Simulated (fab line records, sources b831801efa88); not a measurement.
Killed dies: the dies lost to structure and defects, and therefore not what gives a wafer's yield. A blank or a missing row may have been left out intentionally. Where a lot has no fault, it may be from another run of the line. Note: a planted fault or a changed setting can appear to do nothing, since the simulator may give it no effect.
Which tool did it? + flow sky130 + 10 lots, 30 wafers sampled, at 6 steps of a route of 708

WHAT THE GAUGES SHOWED, per wafer
SKY_CONTACT_BOW_MEAS_05.
| lot  | measured     | on            | CONTACT_BOW (um) |
|------|--------------|---------------|------------------|
| L831 | day 30 19:59 | film metro-04 | 97 99 87         |
| L832 | day 32 12:52 | film metro-01 | 79 77 86         |
| L833 | day 33 03:49 | film metro-03 | 76 77 78         |
| L837 | day 33 17:29 | film metro-01 | 93 78 80         |
| L841 | day 34 14:30 | film metro-03 | 83 60 77         |
| L840 | day 34 17:08 | film metro-01 | 82 89 83         |
| L842 | day 34 20:25 | film metro-01 | 72 73 68         |
| L843 | day 35 05:37 | film metro-03 | 69 79 83         |
| L844 | day 35 09:57 | film metro-01 | 79 81 81         |
| L846 | day 35 20:14 | film metro-03 | 80 81 80         |

SKY_CONTACT_RS_MEAS_25: uses a four-point probe to measure.
| lot  | measured     | on            | CONTACT_W_RS (ohm/sq)               |
|------|--------------|---------------|-------------------------------------|
| L831 | day 32 00:07 | film metro-04 | 0.343 0.339 0.340                   |
| L832 | day 33 15:50 | film metro-03 | 0.334 0.336 0.335                   |
| L833 | day 34 07:14 | film metro-04 | 0.338 0.338 0.342                   |
| L837 | day 34 21:40 | film metro-04 | 0.337 0.336 0.336                   |
| L841 | day 35 18:55 | film metro-04 | 0.295 0.341 0.346 0.295 0.340 0.345 |
| L840 | day 35 20:33 | film metro-01 | 0.337 0.336 0.295 0.338 0.337 0.295 |
| L842 | day 35 23:34 | film metro-04 | 0.299 0.343 0.298 0.298 0.343 0.298 |
| L843 | day 36 08:40 | film metro-03 | 0.337 0.332 0.337                   |
| L844 | day 36 13:09 | film metro-03 | 0.344 0.338 0.342                   |
| L846 | day 36 22:43 | film metro-03 | 0.341 0.341 0.338                   |

SKY_CONTACT_THK_MEAS_26: measures by xrf.
| lot  | measured     | on            | CONTACT_W_THK (nm)      |
|------|--------------|---------------|-------------------------|
| L831 | day 32 00:14 | film metro-04 | 337 341 337             |
| L832 | day 33 15:56 | film metro-03 | 342 341 340             |
| L833 | day 34 07:19 | film metro-04 | 342 343 339             |
| L837 | day 34 21:46 | film metro-04 | 344 343 345             |
| L841 | day 35 21:58 | film metro-04 | 390 340 334 392 338 333 |
| L840 | day 35 23:12 | film metro-01 | 345 344 391 342 343 392 |
| L842 | day 36 02:41 | film metro-04 | 386 333 382 387 336 386 |
| L843 | day 36 08:47 | film metro-03 | 339 340 337             |
| L844 | day 36 13:16 | film metro-03 | 330 338 333             |
| L846 | day 36 22:50 | film metro-03 | 336 333 338             |

WHAT TOOL EACH LOT RAN ON (gives the tool, then ch and the chambers of the sampled wafers, and finally the start)
| lot  | SKY_CONTACT_ETCH_17                | SKY_CONTACT_ETCH_18                           | SKY_CONTACT_CVD_24            |
|------|------------------------------------|-----------------------------------------------|-------------------------------|
| L831 | rie diel-04 ch 1,2,3, day 31 23:14 | rie diel-04 ch 1,2,3, day 31 23:59 or earlier | cvd w-01 ch 1, day 31 23:59   |
| L832 | rie diel-03 ch 0,2,3, day 33 14:56 | rie diel-03 ch 0,2,3, day 33 15:43 or earlier | cvd w-02 ch 0,1, day 33 15:43 |
| L833 | rie diel-01 ch 2,3, day 34 06:19   | rie diel-01 ch 2,3, day 34 07:06 or earlier   | cvd w-01 ch 0,1, day 34 07:06 |
| L837 | rie diel-03 ch 0,2,3, day 34 20:46 | rie diel-03 ch 0,2,3, day 34 21:33 or earlier | cvd w-02 ch 0,1, day 34 21:33 |
| L841 | rie diel-04 ch 1,2,3, day 35 18:04 | rie diel-04 ch 1,2,3, day 35 18:49 or earlier | cvd w-01 ch 0,1, day 35 18:49 |
| L840 | rie diel-01 ch 0,2,3, day 35 19:41 | rie diel-01 ch 0,2,3, day 35 20:26 or earlier | cvd w-01 ch 0,1, day 35 20:26 |
| L842 | rie diel-01 ch 1,3, day 35 22:40   | rie diel-01 ch 1,3, day 35 23:26 or earlier   | cvd w-01 ch 0,1, day 35 23:26 |
| L843 | rie diel-03 ch 1,2,3, day 36 07:49 | rie diel-03 ch 1,2,3, day 36 08:33 or earlier | cvd w-02 ch 0,1, day 36 08:33 |
| L844 | rie diel-04 ch 0,2, day 36 12:17   | rie diel-04 ch 0,2, day 36 13:02 or earlier   | cvd w-02 ch 0,1, day 36 13:02 |
| L846 | rie diel-03 ch 0,1,2, day 36 21:52 | rie diel-03 ch 0,1,2, day 36 22:37 or earlier | cvd w-02 ch 0,1, day 36 22:37 |
- SKY_CONTACT_ETCH_17: etches SiO2 in C4F8/O2/Ar, stops on Si3N4, target depth 340 nm.
- SKY_CONTACT_ETCH_18: etches Si3N4 in CHF3/O2, stops on TiN, time 39 s, target depth 75 nm.
- SKY_CONTACT_CVD_24: deposits W, target thk 340 nm, time 102.12 s.

AS READ BY THE TOOLS THEMSELVES (means over the sampled wafers that have a number; for cases with no such wafer, the mark the record gives instead)
SKY_CONTACT_ETCH_17.
| lot  | tool        | oes product au (a.u.) |
|------|-------------|-----------------------|
| L831 | rie diel-04 | 0.889                 |
| L832 | rie diel-03 | 0.888                 |
| L833 | rie diel-01 | 0.895                 |
| L837 | rie diel-03 | 0.893                 |
| L841 | rie diel-04 | 0.891                 |
| L840 | rie diel-01 | 0.892                 |
| L842 | rie diel-01 | 0.893                 |
| L843 | rie diel-03 | 0.892                 |
| L844 | rie diel-04 | 0.890                 |
| L846 | rie diel-03 | 0.895                 |

SKY_CONTACT_ETCH_18.
| lot  | tool        | O2_flow_sccm (sccm) | drypump motor current A (A) | oes product au (a.u.) | throttle valve pct (%) |
|------|-------------|---------------------|-----------------------------|-----------------------|------------------------|
| L831 | rie diel-04 | 4.997               | 6.0                         | 0.850                 | 8.799                  |
| L832 | rie diel-03 | 5.005               | 5.1                         | 0.857                 | 8.795                  |
| L833 | rie diel-01 | 5.006               | 5.8                         | 0.864                 | 8.801                  |
| L837 | rie diel-03 | 4.995               | 5.1                         | 0.847                 | 8.776                  |
| L841 | rie diel-04 | 4.986               | 6.0                         | 0.847                 | 8.782                  |
| L840 | rie diel-01 | 5.011               | 5.3                         | 0.852                 | 8.794                  |
| L842 | rie diel-01 | 5.015               | 6.2                         | 0.851                 | 8.797                  |
| L843 | rie diel-03 | 5.009               | 5.4                         | 0.859                 | 8.800                  |
| L844 | rie diel-04 | 4.997               | 5.6                         | 0.846                 | 8.793                  |
| L846 | rie diel-03 | 4.998               | 5.5                         | 0.850                 | 8.784                  |

SKY_CONTACT_CVD_24.
| lot  | tool     | heater power w (W) |
|------|----------|--------------------|
| L831 | cvd w-01 | 741                |
| L832 | cvd w-02 | 913                |
| L833 | cvd w-01 | 762                |
| L837 | cvd w-02 | 906                |
| L841 | cvd w-01 | 810                |
| L840 | cvd w-01 | 801                |
| L842 | cvd w-01 | 767                |
| L843 | cvd w-02 | 996                |
| L844 | cvd w-02 | 980                |
| L846 | cvd w-02 | 974                |

THE ANSWER, worked out from the rows above alone
Rule: usual is defined by the lots themselves. Put in order of their means at a reading, lots are off if they are a third of the lots or fewer, leave a main group of 4 or more, and stand apart from it by a gap of 3 or more times the standard deviation of the main group's means; of several such gaps the widest counts. If all means in a main group match to the digits the tables above print for the reading, that group is not used. A lot without any number at a reading at which 4 lots or more have one is off too. Any other lot the step has rows for is counted as sound. Order of review: gauges by route order, followed by the tools' own readings, for which a lot's mean as printed above is used. At the first step where some lot is off, the reading lying furthest off is the one used; lots without a number count as furthest.
Off: L841, L840, L842, seen at SKY_CONTACT_RS_MEAS_25 (CONTACT_W_RS). Main group: mean 0.338 ohm/sq, sd 0.0025.
If a tool, at a process step before that reading, ran all the lots that are off and no sound lot after the first of them, it fits. The gauges at SKY_CONTACT_RS_MEAS_25 are tried like those tools. Because SKY_CONTACT_ETCH_18 lacks a start for some lots, the hours and order of its lots are taken from SKY_CONTACT_CVD_24. One fits: cvd w-01 at SKY_CONTACT_CVD_24. Its last sound lot is L833 (day 34 07:06), its first lot that is off L841 (day 35 18:49): a fault that began between those two fits.

WHAT THE SIMULATOR HAD INSERTED
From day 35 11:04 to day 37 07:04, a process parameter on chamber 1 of cvd w-01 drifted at SKY_CONTACT_CVD_24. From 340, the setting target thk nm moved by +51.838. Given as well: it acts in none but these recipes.
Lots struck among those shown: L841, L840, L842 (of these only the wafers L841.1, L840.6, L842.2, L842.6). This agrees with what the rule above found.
